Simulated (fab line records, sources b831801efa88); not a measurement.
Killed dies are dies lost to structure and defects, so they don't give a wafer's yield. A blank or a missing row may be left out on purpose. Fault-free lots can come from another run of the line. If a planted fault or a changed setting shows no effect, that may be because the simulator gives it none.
fab line records | flow gf180mcu
record: lots: 10 | wafers: 28 | last_day: 34
route steps=602 shown V1@340 V3@450 MIM@511
lots that met no fault: from a run of the same line without faults
start_h: the number of hours between the record's first day and the start of the first shown wafer of the lot | wait_h: hours elapsed since this lot's preceding step | " repeats the value in the row above | L1.1+2: one row covering several wafers at once | - no value, or no start given | * or withheld: withheld | < > ~ a bound
route shown NAME@n: names a module that has steps shown in the file, with the first one's number in the route | usual: mean and standard deviation over wafers with no fault | same: alike in all rows | chamber/n: place in a boat | sites: each site's reading | _std_site: the standard deviation of these | _edge_site: outer sites' mean less inner sites' | radius_mm: for every site, how far away it sits from the centre of the wafer | mask NAME#n: copy n | behind: the last tool/chamber to shape the wafer | hold: why the lot was held/for how many hours/how that ended | device: which transistor (n, p or np) failed to switch | end of line: at the end of the route, the tests of the same wafers | step lacking rows: just its recipe | killed: count of dies lost to structure and defects at first sort (not the wafer's yield) | map: shows each die of a wafer: x if killed, . if not, _ if none is there
set.NAME: the setting the step ran with; set.NAME@STEP: the setting that earlier step ran with | model.NAME: the simulator's own value behind a step, which no gauge read
route steps across a sampled set of lots; one table per step, one row per wafer
services: the hour from which a tool's chamber was out of use, counted from the record's first day as start_h (under 0 if before that day), plus the number of hours and why
== steps ==
step: GF_V1_BOW_MEAS_05
recipe: mode: bow
usual: V1_BOW: 83/7.3
lot.wafer | tool          | chamber | start_h | wait_h | V1_BOW[um]
L538.1    | film_metro-03 | -       | 414.86  | 0.2    | 80
L538.4    | "             | -       | "       | "      | 93
L538.6    | "             | -       | "       | "      | 81
L539.2    | film_metro-03 | -       | 428.32  | 0.1    | 76
L539.3    | "             | -       | "       | "      | 95
L539.4    | "             | -       | "       | "      | 76
L540.3    | film_metro-03 | -       | 439.49  | 0.3    | 79
L540.4    | "             | -       | "       | "      | 90
L540.5    | "             | -       | "       | "      | 90
L541.2    | film_metro-02 | -       | 444.48  | 0.2    | 78
L541.3    | "             | -       | "       | "      | 85
L541.6    | "             | -       | "       | "      | 77
L547.4    | film_metro-01 | -       | 512.35  | 0.3    | 83
L547.5    | "             | -       | "       | "      | 69
L549.5    | film_metro-03 | -       | 532.75  | 0.1    | 90
L549.6    | "             | -       | "       | "      | 90
L552.1    | film_metro-02 | -       | 545.94  | 0.2    | 84
L552.2    | "             | -       | "       | "      | 69
L552.6    | "             | -       | "       | "      | 81
L555.1    | film_metro-01 | -       | 567.32  | 0.1    | 88
L555.5    | "             | -       | "       | "      | 83
L555.6    | "             | -       | "       | "      | 81
L556.1    | film_metro-03 | -       | 571.64  | 0.2    | 84
L556.2    | "             | -       | "       | "      | 89
L556.3    | "             | -       | "       | "      | 90
L557.1    | film_metro-03 | -       | 579.34  | 0.1    | 62
L557.3    | "             | -       | "       | "      | 69
L557.6    | "             | -       | "       | "      | 91
step: GF_V1_ETCH_16
recipe: chemistry: N2/H2 | target_depth_a: withheld | overetch_a: withheld | time_s: withheld | target: BARC | ion_energy_ev: 200 | source_w: 500 | bias_w: 100 | pressure_mtorr: 30 | n2_flow_sccm: 100 | h2_flow_sccm: 200
usual: drypump_motor_current_A: 5.6/0.36 | oes_product_au: 0.854/0.0046 | throttle_valve_pct: 13.224/0.0089
lot.wafer | tool        | chamber | start_h | wait_h | drypump_motor_current_A | oes_product_au | throttle_valve_pct
L538.1    | rie_diel-04 | 0       | 439.21  | 0.0    | 5.5                     | 0.845          | 13.198
L538.4    | "           | 3       | "       | "      | 4.9                     | 0.853          | 13.222
L538.6    | "           | 3       | "       | "      | 4.9                     | 0.859          | 13.231
L539.2    | rie_diel-03 | 2       | 453.41  | 0.0    | 5.7                     | 0.856          | 13.225
L539.3    | "           | 1       | "       | "      | 5.6                     | 0.850          | 13.233
L539.4    | "           | 3       | "       | "      | 5.3                     | 0.858          | 13.222
L540.3    | rie_diel-04 | 3       | 464.33  | 0.0    | 4.9                     | 0.854          | 13.238
L540.4    | "           | 1       | "       | "      | 5.7                     | 0.854          | 13.236
L540.5    | "           | 3       | "       | "      | 4.9                     | 0.847          | 13.227
L541.2    | rie_diel-04 | 3       | 468.96  | 0.0    | 4.9                     | 0.843          | 13.239
L541.3    | "           | 1       | "       | "      | 5.6                     | 0.859          | 13.212
L541.6    | "           | 0       | "       | "      | 5.5                     | 0.844          | 13.219
L547.4    | rie_diel-04 | 0       | 535.13  | 0.0    | 5.5                     | 0.856          | 13.225
L547.5    | "           | 0       | "       | "      | 5.5                     | 0.857          | 13.229
L549.5    | rie_diel-02 | 1       | 555.23  | 0.0    | 5.7                     | 0.859          | 13.238
L549.6    | "           | 0       | "       | "      | 6.0                     | 0.860          | 13.221
L552.1    | rie_diel-03 | 3       | 569.23  | 0.0    | 5.4                     | 0.848          | 13.226
L552.2    | "           | 0       | "       | "      | 6.2                     | 0.860          | 13.212
L552.6    | "           | 2       | "       | "      | 5.6                     | 0.862          | 13.217
L555.1    | rie_diel-02 | 0       | 589.26  | 0.0    | 6.0                     | 0.851          | 13.220
L555.5    | "           | 0       | "       | "      | 6.0                     | 0.847          | 13.232
L555.6    | "           | 1       | "       | "      | 5.7                     | 0.864          | 13.222
L556.1    | rie_diel-03 | 2       | 593.41  | 0.0    | 5.7                     | 0.861          | 13.229
L556.2    | "           | 1       | "       | "      | 5.5                     | 0.851          | 13.227
L556.3    | "           | 0       | "       | "      | 6.3                     | 0.863          | 13.236
L557.1    | rie_diel-04 | 2       | 600.46  | 0.0    | 6.0                     | 0.853          | 13.240
L557.3    | "           | 0       | "       | "      | 5.5                     | 0.855          | 13.211
L557.6    | "           | 2       | "       | "      | 6.0                     | 0.853          | 13.232
step: GF_V3_SPUTTER_21
recipe: material: Ti | target_thk_nm: 15 | chamber_pressure_pa: 5 | power_w: 2500 | substrate_temp_c: 200 | time_s: 80.02
usual: substrate_temp_c: 200.01/0.14 | throttle_valve_pct: 30.2/1
lot.wafer | tool           | chamber | start_h | wait_h | substrate_temp_c | throttle_valve_pct
L538.1    | pvd_sputter-03 | -       | 540.77  | 0.0    | 200.25           | 32.3
L538.4    | "              | -       | "       | "      | 199.97           | 31.4
L538.6    | "              | -       | "       | "      | 200.03           | 29.6
L539.2    | pvd_sputter-02 | -       | 554.47  | 0.0    | 199.91           | 29.8
L539.3    | "              | -       | "       | "      | 200.17           | 29.9
L539.4    | "              | -       | "       | "      | 199.89           | 28.2
L540.3    | pvd_sputter-01 | -       | 565.62  | 0.0    | 199.97           | 30.7
L540.4    | "              | -       | "       | "      | 200.06           | 30.9
L540.5    | "              | -       | "       | "      | 199.99           | 30.4
L541.2    | pvd_sputter-02 | -       | 569.23  | 0.0    | 200.00           | 29.8
L541.3    | "              | -       | "       | "      | 199.93           | 29.6
L541.6    | "              | -       | "       | "      | 200.08           | 29.9
L547.4    | pvd_sputter-01 | -       | 629.89  | 0.0    | 200.22           | 30.0
L547.5    | "              | -       | "       | "      | 200.00           | 30.6
L549.5    | pvd_sputter-03 | -       | 647.56  | 0.0    | 199.94           | 32.1
L549.6    | "              | -       | "       | "      | 200.31           | 30.0
L552.1    | pvd_sputter-02 | -       | 660.45  | 0.0    | 200.28           | 30.2
L552.2    | "              | -       | "       | "      | 199.90           | 28.3
L552.6    | "              | -       | "       | "      | 200.10           | 29.5
L555.1    | pvd_sputter-02 | -       | 678.17  | 0.0    | 199.99           | 28.2
L555.5    | "              | -       | "       | "      | 200.03           | 28.3
L555.6    | "              | -       | "       | "      | 200.19           | 29.9
L556.1    | pvd_sputter-03 | -       | 682.26  | 0.0    | 200.10           | 29.7
L556.2    | "              | -       | "       | "      | 200.14           | 32.0
L556.3    | "              | -       | "       | "      | 200.08           | 31.5
L557.1    | pvd_sputter-03 | -       | 687.22  | 0.0    | 200.23           | 29.8
L557.3    | "              | -       | "       | "      | 200.08           | 31.5
L557.6    | "              | -       | "       | "      | 199.93           | 32.1
step: GF_MIM_SPUTTER_08
recipe: material: AlCu | target_thk_nm: 200 | power_w: 10600 | time_s: 10.6 | chamber_pressure_pa: 0.4
usual: throttle_valve_pct: 29.8/1.3
lot.wafer | tool           | chamber | start_h | wait_h | throttle_valve_pct
L538.1    | pvd_sputter-02 | -       | 589.12  | 0.0    | 29.6
L538.4    | "              | -       | "       | "      | 29.7
L538.6    | "              | -       | "       | "      | 29.9
L539.2    | pvd_sputter-04 | -       | 603.56  | 0.0    | 30.7
L539.3    | "              | -       | "       | "      | 28.4
L539.4    | "              | -       | "       | "      | 30.5
L540.3    | pvd_sputter-04 | -       | 612.89  | 0.0    | 30.5
L540.4    | "              | -       | "       | "      | 27.8
L540.5    | "              | -       | "       | "      | 27.5
L541.2    | pvd_sputter-02 | -       | 615.98  | 0.0    | 30.2
L541.3    | "              | -       | "       | "      | 29.5
L541.6    | "              | -       | "       | "      | 28.4
L547.4    | pvd_sputter-02 | -       | 673.57  | 0.0    | 30.4
L547.5    | "              | -       | "       | "      | 30.1
L549.5    | pvd_sputter-02 | -       | 690.27  | 0.0    | 28.2
L549.6    | "              | -       | "       | "      | 29.8
L552.1    | pvd_sputter-04 | -       | 703.27  | 0.0    | 31.3
L552.2    | "              | -       | "       | "      | 27.8
L552.6    | "              | -       | "       | "      | 28.0
L555.1    | pvd_sputter-04 | -       | 718.72  | 0.0    | 27.6
L555.5    | "              | -       | "       | "      | 30.9
L555.6    | "              | -       | "       | "      | 30.3
L556.1    | pvd_sputter-03 | -       | 723.35  | 0.0    | 31.5
L556.2    | "              | -       | "       | "      | 29.6
L556.3    | "              | -       | "       | "      | 32.1
L557.1    | pvd_sputter-04 | -       | 732.25  | 0.0    | 30.3
L557.3    | "              | -       | "       | "      | 27.8
L557.6    | "              | -       | "       | "      | 30.2
step: GF_MIM_RS_MEAS_10
recipe: thk_meas_gauge: four-point-probe | reads: TiN_of_MIM_SPUTTER_09+AlCu_of_MIM_SPUTTER_08+TiN_of_MIM_SPUTTER_07
usual: MIM_ALCU_RS: 0.1604/0.0015
lot.wafer | tool          | chamber | start_h | wait_h | hold                     | MIM_ALCU_RS[ohm/sq]
L538.1    | film_metro-01 | -       | 589.17  | 0.0    | -                        | 0.1602
L538.4    | "             | -       | "       | "      | -                        | 0.1594
L538.6    | "             | -       | "       | "      | -                        | 0.1613
L539.2    | film_metro-04 | -       | 603.63  | 0.0    | -                        | 0.1610
L539.3    | "             | -       | "       | "      | -                        | 0.1575
L539.4    | "             | -       | "       | "      | -                        | 0.1608
L540.3    | film_metro-01 | -       | 613.13  | 0.2    | -                        | 0.1605
L540.4    | "             | -       | "       | "      | -                        | 0.1606
L540.5    | "             | -       | "       | "      | -                        | 0.1600
L541.2    | film_metro-01 | -       | 616.06  | 0.0    | -                        | 0.1593
L541.3    | "             | -       | "       | "      | -                        | 0.1594
L541.6    | "             | -       | "       | "      | -                        | 0.1608
L547.4    | film_metro-03 | -       | 673.69  | 0.1    | await_dispo/0.2h/release | 0.1602
L547.5    | "             | -       | "       | "      | await_dispo/0.2h/release | 0.2633
L547.4    | film_metro-03 | -       | 673.98  | 0.3    | -                        | 0.1600
L547.5    | "             | -       | "       | "      | -                        | 0.2641
L549.5    | film_metro-04 | -       | 690.39  | 0.1    | await_dispo/0.2h/release | 0.2635
L549.6    | "             | -       | "       | "      | await_dispo/0.2h/release | 0.1587
L549.5    | film_metro-04 | -       | 690.68  | 0.3    | -                        | 0.2635
L549.6    | "             | -       | "       | "      | -                        | 0.1587
L552.1    | film_metro-01 | -       | 703.33  | 0.0    | -                        | 0.1608
L552.2    | "             | -       | "       | "      | -                        | 0.1595
L552.6    | "             | -       | "       | "      | -                        | 0.1597
L555.1    | film_metro-03 | -       | 718.77  | 0.0    | -                        | 0.1597
L555.5    | "             | -       | "       | "      | -                        | 0.1609
L555.6    | "             | -       | "       | "      | -                        | 0.1592
L556.1    | film_metro-04 | -       | 723.41  | 0.0    | -                        | 0.1624
L556.2    | "             | -       | "       | "      | -                        | 0.1626
L556.3    | "             | -       | "       | "      | -                        | 0.1618
L557.1    | film_metro-01 | -       | 732.30  | 0.0    | -                        | 0.1604
L557.3    | "             | -       | "       | "      | -                        | 0.1615
L557.6    | "             | -       | "       | "      | -                        | 0.1613
step: GF_MIM_THK_MEAS_11
recipe: thk_meas_gauge: xrf | reads: AlCu_of_MIM_SPUTTER_08
usual: MIM_ALCU_THK: 199.7/1.9
lot.wafer | tool          | chamber | start_h | wait_h | hold                     | MIM_ALCU_THK[nm]
L538.1    | film_metro-01 | -       | 589.29  | 0.1    | -                        | 199.4
L538.4    | "             | -       | "       | "      | -                        | 199.3
L538.6    | "             | -       | "       | "      | -                        | 198.0
L539.2    | film_metro-04 | -       | 603.74  | 0.1    | -                        | 198.3
L539.3    | "             | -       | "       | "      | -                        | 202.8
L539.4    | "             | -       | "       | "      | -                        | 198.6
L540.3    | film_metro-01 | -       | 613.23  | 0.1    | -                        | 198.4
L540.4    | "             | -       | "       | "      | -                        | 198.6
L540.5    | "             | -       | "       | "      | -                        | 200.3
L541.2    | film_metro-01 | -       | 616.17  | 0.1    | -                        | 202.1
L541.3    | "             | -       | "       | "      | -                        | 201.7
L541.6    | "             | -       | "       | "      | -                        | 199.6
L547.4    | film_metro-03 | -       | 681.30  | 7.3    | await_dispo/0.2h/release | 200.3
L547.5    | "             | -       | "       | "      | await_dispo/0.2h/release | 125.1
L547.4    | film_metro-03 | -       | 681.53  | 0.2    | -                        | 200.5
L547.5    | "             | -       | "       | "      | -                        | 124.4
L549.5    | film_metro-04 | -       | 692.99  | 2.3    | await_dispo/0.2h/release | 126.6
L549.6    | "             | -       | "       | "      | await_dispo/0.2h/release | 202.7
L549.5    | film_metro-04 | -       | 693.22  | 0.2    | -                        | 126.4
L549.6    | "             | -       | "       | "      | -                        | 204.4
L552.1    | film_metro-01 | -       | 703.45  | 0.1    | -                        | 198.6
L552.2    | "             | -       | "       | "      | -                        | 199.8
L552.6    | "             | -       | "       | "      | -                        | 200.6
L555.1    | film_metro-03 | -       | 718.89  | 0.1    | -                        | 201.2
L555.5    | "             | -       | "       | "      | -                        | 199.4
L555.6    | "             | -       | "       | "      | -                        | 201.2
L556.1    | film_metro-04 | -       | 723.53  | 0.1    | -                        | 199.7
L556.2    | "             | -       | "       | "      | -                        | 199.7
L556.3    | "             | -       | "       | "      | -                        | 199.2
L557.1    | film_metro-01 | -       | 732.42  | 0.1    | -                        | 198.9
L557.3    | "             | -       | "       | "      | -                        | 196.7
L557.6    | "             | -       | "       | "      | -                        | 196.2
step: GF_MIM_METAL_ETCH_19
recipe: chemistry: Cl2/BCl3 | mask_material: NOVOLAK | stop_on: Si3N4 | target_depth_nm: 324.5 | pressure_mtorr: 8 | icp_w: 800 | bias_w: 140 | Cl2_flow_sccm: 80 | bcl3_flow_sccm: 40 | time_s: 54.1
usual: drypump_motor_current_A: 5.6/0.42 | oes_product_au: 0.940/0.0054 | throttle_valve_pct: 28.283/0.01
lot.wafer | tool         | chamber | start_h | wait_h | drypump_motor_current_A | oes_product_au | rf_hours_counter_h | throttle_valve_pct
L538.1    | rie_metal-03 | 1       | 610.63  | 0.1    | 6.1                     | 0.939          | 12                 | 28.279
L538.4    | "            | 0       | "       | "      | 6.1                     | 0.944          | -                  | 28.283
L538.6    | "            | 1       | "       | "      | 6.1                     | 0.938          | -                  | 28.277
L539.2    | rie_metal-03 | 0       | 623.67  | 0.1    | 6.1                     | 0.939          | 3                  | 28.290
L539.3    | "            | 0       | "       | "      | 6.1                     | 0.942          | -                  | 28.279
L539.4    | "            | 1       | "       | "      | 6.0                     | 0.938          | -                  | 28.281
L540.3    | rie_metal-01 | 0       | 632.98  | 0.1    | 5.8                     | 0.933          | -                  | 28.297
L540.4    | "            | 1       | "       | "      | 5.3                     | 0.940          | -                  | 28.273
L540.5    | "            | 1       | "       | "      | 5.3                     | 0.937          | -                  | 28.270
L541.2    | rie_metal-03 | 1       | 635.76  | 0.1    | 6.1                     | 0.940          | 13                 | 28.267
L541.3    | "            | 0       | "       | "      | 6.1                     | 0.942          | -                  | 28.270
L541.6    | "            | 0       | "       | "      | 6.1                     | 0.938          | -                  | 28.283
L547.4    | rie_metal-01 | 0       | 692.09  | 0.1    | 5.9                     | 0.939          | -                  | 28.298
L547.5    | "            | 0       | "       | "      | 5.8                     | 0.801          | -                  | 28.442
L549.5    | rie_metal-01 | 0       | 708.40  | 0.1    | 5.9                     | 0.802          | -                  | 28.450
L549.6    | "            | 1       | "       | "      | 5.3                     | 0.938          | -                  | 28.283
L552.1    | rie_metal-02 | 1       | 720.60  | 0.1    | 4.9                     | 0.944          | 10                 | 28.284
L552.2    | "            | 0       | "       | "      | 5.2                     | 0.938          | 12                 | 28.256
L552.6    | "            | 1       | "       | "      | 4.8                     | 0.941          | -                  | 28.292
L555.1    | rie_metal-01 | 1       | 735.08  | 0.1    | 5.3                     | 0.935          | 8                  | 28.295
L555.5    | "            | 1       | "       | "      | 5.3                     | 0.938          | -                  | 28.291
L555.6    | "            | 0       | "       | "      | 5.9                     | 0.944          | -                  | 28.278
L556.1    | rie_metal-01 | 1       | 740.78  | 0.1    | 5.3                     | 0.937          | 9                  | 28.292
L556.2    | "            | 0       | "       | "      | 5.9                     | 0.930          | 6                  | 28.285
L556.3    | "            | 0       | "       | "      | 5.9                     | 0.936          | -                  | 28.283
L557.1    | rie_metal-01 | 1       | 749.17  | 0.1    | 5.3                     | 0.935          | 9                  | 28.279
L557.3    | "            | 0       | "       | "      | 5.8                     | 0.937          | -                  | 28.290
L557.6    | "            | 0       | "       | "      | 5.9                     | 0.937          | -                  | 28.291
== services ==
tool           | chamber | start_h | hours | kind
pvd_sputter-03 | -       | 420.53  | 11.4  | repair
rie_diel-04    | 3       | 424.81  | 11.6  | repair
rie_diel-03    | 0       | 429.01  | 11.1  | repair
rie_diel-02    | -       | 430.69  | 0.8   | repair
rie_diel-03    | 0       | 466.97  | 13.7  | repair
rie_diel-03    | 2       | 473.87  | 4.8   | repair
rie_diel-03    | -       | 479.73  | 0.5   | repair
rie_diel-02    | 3       | 482.87  | 9.7   | repair
pvd_sputter-01 | -       | 519.28  | 1.2   | repair
rie_metal-03   | -       | 524.24  | 2.8   | pm
rie_diel-02    | -       | 535.06  | 2.8   | pm
rie_diel-02    | 3       | 541.34  | 23.2  | repair
rie_diel-02    | 1       | 545.79  | 6.8   | repair
pvd_sputter-02 | -       | 549.32  | 2.9   | repair
rie_metal-01   | 0       | 554.40  | 10.3  | repair
rie_diel-04    | -       | 564.69  | 2.8   | pm
pvd_sputter-04 | -       | 568.94  | 2.7   | repair
rie_diel-03    | 3       | 592.70  | 6.7   | repair
rie_metal-01   | 1       | 605.71  | 5.0   | repair
rie_metal-03   | -       | 632.69  | 0.2   | repair
rie_diel-04    | 3       | 638.67  | 4.4   | repair
rie_diel-02    | 1       | 669.56  | 6.5   | repair
rie_diel-03    | 1       | 698.31  | 5.7   | repair
pvd_sputter-04 | -       | 740.50  | 6.0   | repair
== key ==
first_sign: step: GF_MIM_RS_MEAS_10 | reading: visit | direction: added
effect: step: GF_MIM_RS_MEAS_10 | reading: MIM_ALCU_RS | direction: up | sigmas: 69 | usual: 0.1604 | struck: 0.2634
effect: step: GF_MIM_THK_MEAS_11 | reading: visit | direction: added
effect: step: GF_MIM_THK_MEAS_11 | reading: MIM_ALCU_THK | direction: down | sigmas: 38 | usual: 199.7 | struck: 125.8
effect: step: GF_MIM_METAL_ETCH_19 | reading: oes_product_au | direction: down | sigmas: 26 | usual: 0.940 | struck: 0.802
met_at GF_MIM_SPUTTER_08
struck_lots L547,L549
struck_wafers L547.5,L549.5
not_acting_at GF_V1_BOW_MEAS_05,GF_V1_ETCH_16,GF_V3_SPUTTER_21
onset_between 615.98 673.57
fault: kind: process_parameter_drift | tool: pvd_sputter-02 | chamber: - | onset_h: 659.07 | steps: GF_MIM_SPUTTER_08 | channel: time_s | offset: * | shape: step | end_h: 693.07 | scope: struck_wafers_only | acts_in: * | stated: *
